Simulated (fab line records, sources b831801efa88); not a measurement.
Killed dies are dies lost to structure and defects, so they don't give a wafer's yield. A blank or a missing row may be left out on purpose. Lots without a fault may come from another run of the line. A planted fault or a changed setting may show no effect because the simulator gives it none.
Which tool did it? | flow sky130 | 14 lots, 42 wafers sampled, at 1 step of a route of 708

WHAT THE GAUGES READ, wafer by wafer
SKY_VIA2_BOW_MEAS_03.
lot  | measured     | on            | VIA2_BOW (um)
L648 | day 36 14:22 | film_metro-01 | 72 96 88
L651 | day 37 09:55 | film_metro-02 | 90 90 81
L649 | day 37 12:59 | film_metro-03 | 76 85 83
L652 | day 37 17:31 | film_metro-03 | 79 91 76
L654 | day 38 13:59 | film_metro-02 | 80 91 87
L656 | day 39 03:33 | film_metro-01 | 94 90 86
L658 | day 39 05:17 | film_metro-01 | 78 68 75
L661 | day 40 13:32 | film_metro-01 | 75 96 88
L662 | day 40 15:46 | film_metro-01 | 89 88 96
L663 | day 41 02:55 | film_metro-02 | 77 76 79
L665 | day 41 10:42 | film_metro-01 | 93 101 96
L666 | day 41 12:42 | film_metro-03 | 87 79 78
L667 | day 42 00:22 | film_metro-02 | 83 82 83
L668 | day 42 04:50 | film_metro-03 | 84 80 75

WHICH TOOL RAN EACH LOT (tool, then ch and the chambers of the sampled wafers, then the start)
The record holds no process step before these readings.

WHAT THE TOOLS THEMSELVES READ (means of the sampled wafers that have a number; where no wafer has one, the mark that the record gives instead)
The record holds no such reading with a usual standard deviation.

THE ANSWER, worked out from the rows above alone
Rule: what is usual is taken from the lots themselves. Put in order of their means at a reading, lots are off if they are a third of the lots or fewer, leave a main group of 4 or more, and stand apart from it by a gap of 3 or more times the standard deviation of the main group's means; of several such gaps the widest counts. A main group whose means are all the same, to the digits that the tables above print for the reading, isn't used. A lot without any number at a reading at which 4 lots or more have one is off too. The other lots that the step has rows for count as sound. The gauges are gone through in route order, then the tools' own readings, and for those a lot's mean is taken as printed above. The first step at which some lot is off is used, and at that step the reading that is off furthest; a lot without a number counts as furthest.
No lot is off at any reading shown: from this, nothing can be told.

WHAT THE SIMULATOR HAD PUT IN
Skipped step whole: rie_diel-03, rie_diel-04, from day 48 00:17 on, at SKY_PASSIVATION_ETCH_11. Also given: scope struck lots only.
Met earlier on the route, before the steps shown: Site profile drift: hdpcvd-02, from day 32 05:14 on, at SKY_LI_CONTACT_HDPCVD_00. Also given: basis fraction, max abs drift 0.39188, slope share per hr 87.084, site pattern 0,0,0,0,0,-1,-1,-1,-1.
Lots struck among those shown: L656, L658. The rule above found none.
